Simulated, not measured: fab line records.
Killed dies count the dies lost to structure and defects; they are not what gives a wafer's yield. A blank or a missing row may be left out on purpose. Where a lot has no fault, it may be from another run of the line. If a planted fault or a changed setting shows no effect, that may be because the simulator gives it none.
What tool caused it? + flow gf180mcu + 11 lots with 33 wafers sampled at 6 steps, on a route of 602 steps

WHAT THE GAUGES READ, wafer by wafer
GF_V2_THK_MEAS_01. Usual: V2_CVD_00_THK 598 nm, standard deviation 6.6.
| lot  | measured     | on           | V2_CVD_00_THK (nm) | flag |
|------|--------------|--------------|--------------------|------|
| L801 | day 20 01:58 | filmMetro-03 | 599 604 608        |      |
| L802 | day 20 17:52 | filmMetro-01 | 601 607 607        |      |
| L803 | day 20 19:40 | filmMetro-01 | 588 595 599        |      |
| L805 | day 21 23:19 | filmMetro-04 | 597 594 601        |      |
| L807 | day 22 05:17 | filmMetro-03 | 586 592 588        |      |
| L810 | day 23 14:56 | filmMetro-04 | 598 604 597        |      |
| L812 | day 24 05:31 | filmMetro-04 | 590 588 599        |      |
| L820 | day 26 08:52 | filmMetro-01 | 600 598 598        |      |
| L821 | day 26 19:50 | filmMetro-03 | 599 598 589        |      |
| L822 | day 26 21:41 | filmMetro-01 | 590 593 593        |      |
| L823 | day 27 03:01 | filmMetro-01 | 600 595 594        |      |

GF_V2_RS_MEAS_24: measurement is done with a four-point probe. Usual: V2_W_RS 0.325 ohm/sq, standard deviation 0.0047.
| lot  | measured     | on           | V2_W_RS (ohm/sq)  | flag |
|------|--------------|--------------|-------------------|------|
| L801 | day 21 04:02 | filmMetro-03 | 0.319 0.324 0.327 |      |
| L802 | day 21 19:31 | filmMetro-04 | 0.330 0.327 0.325 |      |
| L803 | day 21 21:10 | filmMetro-04 | 0.317 0.321 0.325 |      |
| L805 | day 22 23:59 | filmMetro-01 | 0.328 0.323 0.328 |      |
| L807 | day 23 06:09 | filmMetro-04 | 0.325 0.328 0.324 |      |
| L810 | day 24 14:46 | filmMetro-03 | 0.247 0.324 0.333 | OFF  |
| L812 | day 25 04:32 | filmMetro-03 | 0.254 0.324 0.331 | OFF  |
| L820 | day 27 06:53 | filmMetro-04 | 0.328 0.327 0.324 |      |
| L821 | day 27 17:17 | filmMetro-01 | 0.322 0.333 0.336 |      |
| L822 | day 27 19:31 | filmMetro-03 | 0.333 0.335 0.321 |      |
| L823 | day 28 00:50 | filmMetro-01 | 0.318 0.324 0.317 |      |

GF_V2_THK_MEAS_25: measures by xrf. Usual: V2_W_THK 357 nm, standard deviation 5.8.
| lot  | measured     | on           | V2_W_THK (nm) | flag |
|------|--------------|--------------|---------------|------|
| L801 | day 21 04:09 | filmMetro-03 | 362 360 357   |      |
| L802 | day 21 19:38 | filmMetro-04 | 352 355 356   |      |
| L803 | day 21 21:17 | filmMetro-04 | 366 362 358   |      |
| L805 | day 23 00:07 | filmMetro-01 | 355 362 356   |      |
| L807 | day 23 06:15 | filmMetro-04 | 356 357 361   |      |
| L810 | day 24 14:52 | filmMetro-03 | 472 360 348   | OFF  |
| L812 | day 25 04:38 | filmMetro-03 | 458 358 349   | OFF  |
| L820 | day 27 07:01 | filmMetro-04 | 351 350 354   |      |
| L821 | day 27 17:23 | filmMetro-01 | 359 347 345   |      |
| L822 | day 27 19:37 | filmMetro-03 | 351 350 363   |      |
| L823 | day 28 00:57 | filmMetro-01 | 367 364 369   |      |

WHICH TOOL RAN EACH LOT (tool, then ch and the chambers of the sampled wafers, then the start)
| lot  | GF_M1_METAL_ETCH_16              | GF_M2_SPUTTER_03            | GF_V2_CVD_23                 |
|------|----------------------------------|-----------------------------|------------------------------|
| L801 | rieMetal-01 ch 0,1, day 17 21:09 | pvdSputter-01, day 19 00:31 | cvdW-01 ch 0,1, day 21 03:55 |
| L802 | rieMetal-04 ch 1, day 18 12:59   | pvdSputter-01, day 19 16:53 | cvdW-02 ch 0,1, day 21 19:23 |
| L803 | rieMetal-01 ch 1, day 18 14:56   | pvdSputter-03, day 19 18:30 | cvdW-01 ch 0,1, day 21 21:02 |
| L805 | rieMetal-04 ch 1, day 19 18:47   | pvdSputter-03, day 20 22:45 | cvdW-01 ch 0,1, day 22 23:53 |
| L807 | rieMetal-04 ch 0,1, day 20 00:40 | pvdSputter-04, day 21 04:20 | cvdW-02 ch 0,1, day 23 06:02 |
| L810 | rieMetal-04 ch 0, day 21 11:58   | pvdSputter-03, day 22 14:54 | cvdW-01 ch 0,1, day 24 14:39 |
| L812 | rieMetal-02 ch 0,1, day 22 03:43 | pvdSputter-01, day 23 06:27 | cvdW-01 ch 0,1, day 25 04:24 |
| L820 | rieMetal-01 ch 0,1, day 24 09:35 | pvdSputter-03, day 25 10:29 | cvdW-02 ch 0,1, day 27 06:47 |
| L821 | rieMetal-01 ch 0,1, day 24 21:44 | pvdSputter-01, day 25 22:24 | cvdW-01 ch 0,1, day 27 17:09 |
| L822 | rieMetal-01 ch 0,1, day 24 23:17 | pvdSputter-04, day 26 00:04 | cvdW-01 ch 0,1, day 27 19:23 |
| L823 | rieMetal-01 ch 0, day 25 05:29   | pvdSputter-03, day 26 05:28 | cvdW-01 ch 0, day 28 00:43   |
- GF_M1_METAL_ETCH_16: etches the open film in Cl2/BCl3, stops on SiO2, target depth 750.8 nm, time 125.1 s.
- GF_M2_SPUTTER_03: material Ti, target thk 10 nm, time 6.7 s.
- GF_V2_CVD_23: deposits W, target thk 350 nm, time 104.94 s.

WHAT THE TOOLS THEMSELVES READ (means of the sampled wafers that have a number; where no wafer has one, the mark that the record gives instead)
GF_M1_METAL_ETCH_16. Usual: drypumpMotorCurrentA 5.8 A, standard deviation 0.48; oesProductAu 0.987 a.u., standard deviation 0.008; throttleValvePct 28.233 %, standard deviation 0.01.
| lot  | tool        | drypumpMotorCurrentA (A) | oesProductAu (a.u.) | throttleValvePct (%) | flag |
|------|-------------|--------------------------|---------------------|----------------------|------|
| L801 | rieMetal-01 | 5.7                      | 0.979               | 28.236               |      |
| L802 | rieMetal-04 | 4.8                      | 0.989               | 28.229               |      |
| L803 | rieMetal-01 | 5.4                      | 0.972               | 28.239               |      |
| L805 | rieMetal-04 | 4.8                      | 0.987               | 28.230               |      |
| L807 | rieMetal-04 | 5.3                      | 0.987               | 28.233               |      |
| L810 | rieMetal-04 | 6.2                      | 0.993               | 28.221               |      |
| L812 | rieMetal-02 | 6.1                      | 0.992               | 28.230               |      |
| L820 | rieMetal-01 | 5.7                      | 0.986               | 28.228               |      |
| L821 | rieMetal-01 | 5.7                      | 0.979               | 28.240               |      |
| L822 | rieMetal-01 | 6.0                      | 0.985               | 28.240               |      |
| L823 | rieMetal-01 | 6.3                      | 0.983               | 28.237               |      |

GF_M2_SPUTTER_03. Usual: throttleValvePct at 29.6 %, with a standard deviation of 0.88.
| lot  | tool          | throttleValvePct (%) | flag |
|------|---------------|----------------------|------|
| L801 | pvdSputter-01 | 29.2                 |      |
| L802 | pvdSputter-01 | 29.8                 |      |
| L803 | pvdSputter-03 | 28.6                 |      |
| L805 | pvdSputter-03 | 28.9                 |      |
| L807 | pvdSputter-04 | 29.7                 |      |
| L810 | pvdSputter-03 | 28.7                 |      |
| L812 | pvdSputter-01 | 29.6                 |      |
| L820 | pvdSputter-03 | 29.8                 |      |
| L821 | pvdSputter-01 | 29.5                 |      |
| L822 | pvdSputter-04 | 29.9                 |      |
| L823 | pvdSputter-03 | 29.0                 |      |

GF_V2_CVD_23. Usual: heaterPowerW at 857 W, with a standard deviation of 96.
| lot  | tool    | heaterPowerW (W) | flag |
|------|---------|------------------|------|
| L801 | cvdW-01 | 944              |      |
| L802 | cvdW-02 | 748              |      |
| L803 | cvdW-01 | 932              |      |
| L805 | cvdW-01 | 900              |      |
| L807 | cvdW-02 | 731              |      |
| L810 | cvdW-01 | 930              |      |
| L812 | cvdW-01 | 900              |      |
| L820 | cvdW-02 | 727              |      |
| L821 | cvdW-01 | 919              |      |
| L822 | cvdW-01 | 896              |      |
| L823 | cvdW-01 | 981              |      |

THE ANSWER, worked out from the rows above alone
Rule: a lot counts as off when the mean over its wafers that have a number is more than 3 standard deviations away from the usual mean. Also off: a lot with no number at a reading for which 4 or more lots have one. Where the step has rows for the other lots, those lots are counted as sound. First the gauges in route order, then the tools' own readings, where a lot's mean is used as printed above. At the first step where some lot is off, the reading lying furthest off is the one used; lots without a number count as furthest.
Off: at GF_V2_RS_MEAS_24 (V2_W_RS), L810, L812.
If a tool, at a process step before that reading, ran all the lots that are off and no sound lot after the first of them, it fits. Those tools and the gauges at GF_V2_RS_MEAS_24 are tried in the same way. Of those tried, none fits.

WHAT THE SIMULATOR PUT IN
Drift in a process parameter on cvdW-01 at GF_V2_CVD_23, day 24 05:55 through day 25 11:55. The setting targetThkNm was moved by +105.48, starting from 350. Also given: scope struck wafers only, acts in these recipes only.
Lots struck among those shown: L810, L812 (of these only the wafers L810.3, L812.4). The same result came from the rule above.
